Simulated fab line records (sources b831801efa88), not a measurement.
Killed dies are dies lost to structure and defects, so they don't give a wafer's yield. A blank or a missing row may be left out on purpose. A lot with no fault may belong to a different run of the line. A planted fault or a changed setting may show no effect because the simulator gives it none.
A struck lot beside a sound one | flow sky130 | 22 steps out of a route of 708
Sound: wafers L252.2, L252.3, L252.6. Wafers struck: L271.1, L271.4, L271.5. The cause comes at the end.
Order at every step that has rows: each side's tool, ch and its chambers, its first start. Under that, the readings that differ: sound wafers | struck wafers | difference of the means | sigmas: that difference in standard deviations of wafers without a fault.
alike: same words and numbers on both sides, and readings whose means sit less than 2 such deviations apart. not compared: any withheld reading, any reading some wafer has no value for, any bound like >300 that may hide the same value, and any number with overlapping values for which the record gives no deviation.
A row with sigmas, a row that says differs or no value, or rows on one side alone: a step with any of these is where the two part. When numbers do not overlap yet have no deviation, they are printed without sigmas and do not part them. Lack of a reading on every wafer of one side parts them only where that side has two or more wafers.

first, 7 steps without rows for these wafers: SKY_FIELD_ISO_HMDS_06 (prime time 60 s); SKY_FIELD_ISO_COAT_07 (resist thk 60 nm); SKY_FIELD_ISO_COAT_08 (resist thk 450 nm); SKY_FIELD_ISO_SOFTBAKE_09 (time 90 s); SKY_FIELD_ISO_EXPOSE_10 (exposes mask FOM, target cd 150 nm); SKY_FIELD_ISO_PEB_11; SKY_FIELD_ISO_DEVELOP_12 (develop time 60 s).
SKY_FIELD_ISO_CD_MEAS_13: the cd target is 150 nm.
  sound on cd_sem-02, day 2 06:17; struck on cd_sem-02, day 6 07:44
  alike: cd_nm
SKY_FIELD_ISO_ETCH_14: etches BARC in N2/H2, stops on SiO2, time 45.9 s, target depth 60 nm.
  sound on rie_diel-03 ch 2,3, day 2 06:23; struck on rie_diel-04 ch 0,3, day 6 07:51
  reading    | sound             | struck               | difference | sigmas
  bias_w (W) | 99.82 99.80 99.37 | 100.19 100.22 100.24 | +0.55      | +2
  alike: chamber_pressure_mTorr, drypump_motor_current_A, oes_product_au, throttle_valve_pct
  not compared: rf_hours_counter_h
SKY_FIELD_ISO_ETCH_15: etches the open film in CHF3/O2, stops on Si, target depth 180 nm, time 72 s.
  sound on rie_diel-03 ch 2,3, day 2 06:26; struck on rie_diel-04 ch 0,3, day 6 07:53
  alike: O2_flow_sccm, bias_w, drypump_motor_current_A, oes_product_au, throttle_valve_pct
  not compared: rf_hours_counter_h
SKY_FIELD_ISO_STRIP_16: strips in O2/N2.
  sound on plasma_asher-02 ch 0,1, day 2 06:29; struck on plasma_asher-02 ch 1, day 6 07:56
  alike: drypump_motor_current_A, oes_product_au, strip_time_to_endpoint_s
  not compared: rf_hours_counter_h
SKY_FIELD_ISO_ETCH_17: etches Si in HBr/Cl2/O2, target depth 342 nm, time 97.7 s.
  sound on rie_si-02 ch 1,2, day 2 06:35; struck on rie_si-02 ch 0,3, day 6 08:02
  alike: HBr_flow_sccm, O2_flow_sccm, drypump_motor_current_A, mfc_cl2_sccm, oes_product_au, throttle_valve_pct
  not compared: rf_hours_counter_h
SKY_FIELD_ISO_WET_ETCH_18: etches Si3N4 in H3PO4, target depth 25 nm, time 286 s.
  sound on wet_bench-01 ch 1, day 2 06:40; struck on wet_bench-03 ch 3, day 6 08:07
  no value came back on the struck wafers for bath_guard_temp_C (C), bath_heat_duty_pct (%), temp_c (C); on the sound wafers bath_guard_temp_C (C) reads 160.0 159.7 159.7
  reading                                     | sound           | struck            | difference | sigmas
  model.Si3N4_of_FIELD_ISO_CVD_03.thk_nm (nm) | 125.3 124 125.7 | 148.9 147.6 148.3 | +23.3      |
then, 6 steps without rows for these wafers: SKY_FIELD_ISO_CLEAN_19 (cleans in SC1/SC2, time 150 s); SKY_FIELD_ISO_CLEAN_20 (cleans in dHF, time 20 s); SKY_FIELD_ISO_WET_ETCH_21 (etches SiO2 in dHF, target depth 20 nm, time 400 s); SKY_FIELD_ISO_OXIDATION_22 (stabilise 600 s, purge 300 s, target thk 10 nm); SKY_FIELD_ISO_CVD_24 (deposits SiO2, target thk 595 nm, time 99.2 s); SKY_FIELD_ISO_ANNEAL_26 (time 1800 s).
SKY_FIELD_ISO_CMP_27: polishes, stops on Si3N4, t overpolish 16 s, target thk 457.8 nm.
  sound on cmp-02 ch 0,1,3, day 2 09:48; struck on cmp-02 ch 2,3, day 6 11:17
  alike: motor_current_A
SKY_FIELD_ISO_WET_ETCH_28: etches SiO2 in dHF, target depth 23.7 nm, time 47 s.
  sound on wet_bench-02 ch 0, day 2 10:06; struck on wet_bench-03 ch 0, day 6 11:35
  reading                                     | sound             | struck            | difference | sigmas
  model.Si3N4_of_FIELD_ISO_CVD_03.thk_nm (nm) | 119.4 118.1 119.7 | 142.9 141.6 142.3 | +23.2      |
  alike: bath_heat_duty_pct, run_length_s, temp_c
then, 1 step without rows for these wafers: SKY_FIELD_ISO_WET_ETCH_29 (etches Si3N4 in H3PO4, target depth 160 nm, time 1825 s).

## WHERE THEY PART
Earliest at SKY_FIELD_ISO_ETCH_14; latest, in this record, at SKY_FIELD_ISO_WET_ETCH_18. Later steps at which nothing parts them and some readings are alike: SKY_FIELD_ISO_CMP_27, SKY_FIELD_ISO_WET_ETCH_28.

WHY: the cause the simulator had injected
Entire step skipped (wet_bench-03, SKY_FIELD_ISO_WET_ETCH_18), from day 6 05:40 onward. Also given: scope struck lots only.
